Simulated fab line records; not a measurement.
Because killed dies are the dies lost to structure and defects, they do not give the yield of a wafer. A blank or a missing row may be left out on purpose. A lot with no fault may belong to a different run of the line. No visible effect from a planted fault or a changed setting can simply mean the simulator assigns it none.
Which tool was responsible?    flow gf180mcu    13 lots, 39 wafers sampled, at 3 steps of a route of 602

## WHAT THE GAUGES READ, wafer by wafer
GF_V4_THK_MEAS_01. Usual: V4_CVD_00_THK 599 nm, standard deviation 6.3.
lot   measured      on            V4_CVD_00_THK (nm)  flag
L526  day 24 05:22  filmMetro-03  596 600 604         
L527  day 24 11:44  filmMetro-02  592 595 592         
L528  day 25 01:49  filmMetro-03  604 604 600         
L529  day 25 06:08  filmMetro-03  607 605 613         
L530  day 26 01:16  filmMetro-03  591 595 596         
L531  day 26 05:06  filmMetro-04  596 592 599         
L533  day 26 08:52  filmMetro-03  590 599 605         
L532  day 26 10:42  filmMetro-04  593 595 597         
L535  day 27 19:30  filmMetro-03  608 600 599         
L543  day 29 16:35  filmMetro-03  603 603 595         
L545  day 30 08:23  filmMetro-03  600 607 604         
L546  day 30 10:25  filmMetro-03  602 608 602         
L547  day 30 13:10  filmMetro-04  619 608 614         

## TOOL THAT RAN EACH LOT (tool first, then ch and the chambers of the sampled wafers, then the start)
lot   GF_M2_STRIP_18                  GF_M4_STRIP_17
L526  wetBench-03 ch 2, day 19 23:50  plasmaAsher-02 ch 0,1, day 24 04:46
L527  wetBench-01 ch 0, day 20 10:00  plasmaAsher-02 ch 0,1, day 24 11:08
L528  wetBench-03 ch 3, day 20 18:39  plasmaAsher-02 ch 0,1, day 25 01:12
L529  wetBench-03 ch 2, day 21 04:12  plasmaAsher-01 ch 0,1, day 25 05:29
L530  wetBench-04 ch 1, day 21 19:57  plasmaAsher-01 ch 0,1, day 26 00:41
L531  wetBench-03 ch 1, day 22 06:38  plasmaAsher-04 ch 0,1, day 26 04:30
L533  wetBench-01 ch 0, day 22 10:12  plasmaAsher-01 ch 0,1, day 26 08:17
L532  wetBench-04 ch 3, day 22 14:44  plasmaAsher-02 ch 0, day 26 10:06
L535  wetBench-03 ch 0, day 24 00:54  plasmaAsher-04 ch 0,1, day 27 18:51
L543  wetBench-01 ch 2, day 26 02:28  plasmaAsher-01 ch 0,1, day 29 15:56
L545  wetBench-01 ch 2, day 26 19:33  plasmaAsher-02 ch 0,1, day 30 07:44
L546  wetBench-03 ch 1, day 26 23:43  plasmaAsher-01 ch 0,1, day 30 09:41
L547  wetBench-03 ch 3, day 27 00:39  plasmaAsher-02 ch 0,1, day 30 12:32
- GF_M2_STRIP_18: strips in post etch residue remover, time 1200 s.
- GF_M4_STRIP_17: strips in O2/N2.

## WHAT THE TOOLS THEMSELVES READ (means of the sampled wafers that have a number; where no wafer has one, the mark that the record gives instead)
GF_M2_STRIP_18. Usual: 14.1 % for bathHeatDutyPct, sd 1.8.
lot   tool         bathHeatDutyPct (%)  flag
L526  wetBench-03  12.4                 
L527  wetBench-01  15.6                 
L528  wetBench-03  12.4                 
L529  wetBench-03  12.4                 
L530  wetBench-04  16.1                 
L531  wetBench-03  12.7                 
L533  wetBench-01  15.1                 
L532  wetBench-04  16.4                 
L535  wetBench-03  15.5                 
L543  wetBench-01  16.5                 
L545  wetBench-01  16.4                 
L546  wetBench-03  12.0                 
L547  wetBench-03  12.3                 

GF_M4_STRIP_17. Usual: drypumpMotorCurrentA 5.9 A, standard deviation 0.32; heaterPowerW 319 W, standard deviation 33; oesProductAu 0.538 a.u., standard deviation 0.0045; stripTimeToEndpointS 7.40 s, standard deviation 0.042.
lot   tool            drypumpMotorCurrentA (A)  heaterPowerW (W)  oesProductAu (a.u.)  stripTimeToEndpointS (s)  flag
L526  plasmaAsher-02  5.8                       344               0.534                7.37                      
L527  plasmaAsher-02  5.9                       350               0.540                7.43                      
L528  plasmaAsher-02  5.8                       346               0.539                7.37                      
L529  plasmaAsher-01  6.1                       293               0.531                7.37                      
L530  plasmaAsher-01  6.1                       291               0.536                7.39                      
L531  plasmaAsher-04  5.4                       347               0.539                7.40                      
L533  plasmaAsher-01  6.1                       289               0.538                7.41                      
L532  plasmaAsher-02  6.1                       352               0.538                7.40                      
L535  plasmaAsher-04  5.6                       319               0.538                7.45                      
L543  plasmaAsher-01  6.2                       287               0.536                7.39                      
L545  plasmaAsher-02  5.8                       345               0.539                7.31                      
L546  plasmaAsher-01  6.1                       288               0.538                7.36                      
L547  plasmaAsher-02  5.8                       352               0.541                7.45                      

## THE ANSWER, worked out from the rows above alone
Rule: a lot counts as off when the mean over its wafers that have a number is more than 3 standard deviations away from the usual mean. A lot without any number at a reading at which 4 lots or more have one is off too. Any other lot the step has rows for is counted as sound. First the gauges in route order, then the tools' own readings, where a lot's mean is used as printed above. At the first step where some lot is off, the reading lying furthest off is the one used; lots without a number count as furthest.
None of the lots is off at any reading shown; this tells nothing.

## WHAT WAS PUT IN BY THE SIMULATOR
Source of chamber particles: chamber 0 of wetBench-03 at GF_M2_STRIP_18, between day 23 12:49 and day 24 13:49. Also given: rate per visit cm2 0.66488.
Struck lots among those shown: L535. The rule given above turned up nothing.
